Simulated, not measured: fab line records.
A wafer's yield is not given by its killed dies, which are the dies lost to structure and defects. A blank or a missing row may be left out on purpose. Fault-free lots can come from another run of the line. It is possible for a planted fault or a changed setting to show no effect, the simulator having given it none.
Matching of chambers / flow gf180mcu / 4 sister chambers for GF_STI_CMP_25 on cmp-01
The step polishes, stops on Si3N4, t overpolish 33 s, target thk 524.6 nm. 4 wafers are shown with their chamber, then 7 later ones without.

== WAFERS, EACH WITH ITS CHAMBER ==
wafer=L865.4; chamber=1; motorCurrentA (A)=12.9
wafer=L866.3; chamber=0; motorCurrentA (A)=11.7
wafer=L866.6; chamber=3; motorCurrentA (A)=12.4
wafer=L867.2; chamber=2; motorCurrentA (A)=11.0

== WAFERS WITH NO CHAMBER GIVEN ==
wafer=L867.5; motorCurrentA (A)=10.7
wafer=L867.6; motorCurrentA (A)=11.6
wafer=L875.4; motorCurrentA (A)=13.4
wafer=L875.5; motorCurrentA (A)=13.3
wafer=L877.1; motorCurrentA (A)=12.9
wafer=L877.3; motorCurrentA (A)=13.3
wafer=L877.4; motorCurrentA (A)=10.4

== EACH ONE'S CHAMBER ==
wafer=L867.5; from the rows above=can't be placed: 2 or 0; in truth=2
wafer=L867.6; from the rows above=can't be placed: 0 or 2 or 3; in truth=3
wafer=L875.4; from the rows above=can't be placed: 1 or 3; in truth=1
wafer=L875.5; from the rows above=can't be placed: 1 or 3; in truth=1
wafer=L877.1; from the rows above=can't be placed: 1 or 3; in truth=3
wafer=L877.3; from the rows above=can't be placed: 1 or 3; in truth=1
wafer=L877.4; from the rows above=can't be placed: 2 or 0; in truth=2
Correct placement for 0 of the 7. These rows do not allow placing 7 (true chamber among the candidates in 7). Number placed wrongly: 0.
How it was worked out, from the rows above alone: a wafer's distance from a chamber is the root of the sum, over the readings, of the square of ((its reading less the chamber's mean) divided by the reading's scatter). If the next closest chamber is less than 2 further off than the closest, the wafer can't be placed; otherwise it belongs to the closest. The mean given for a chamber averages the wafers shown for that chamber. The scatter (one wafer shown for each chamber): square how far every hidden wafer sits from the nearest shown wafer, average those squares and take the square root.
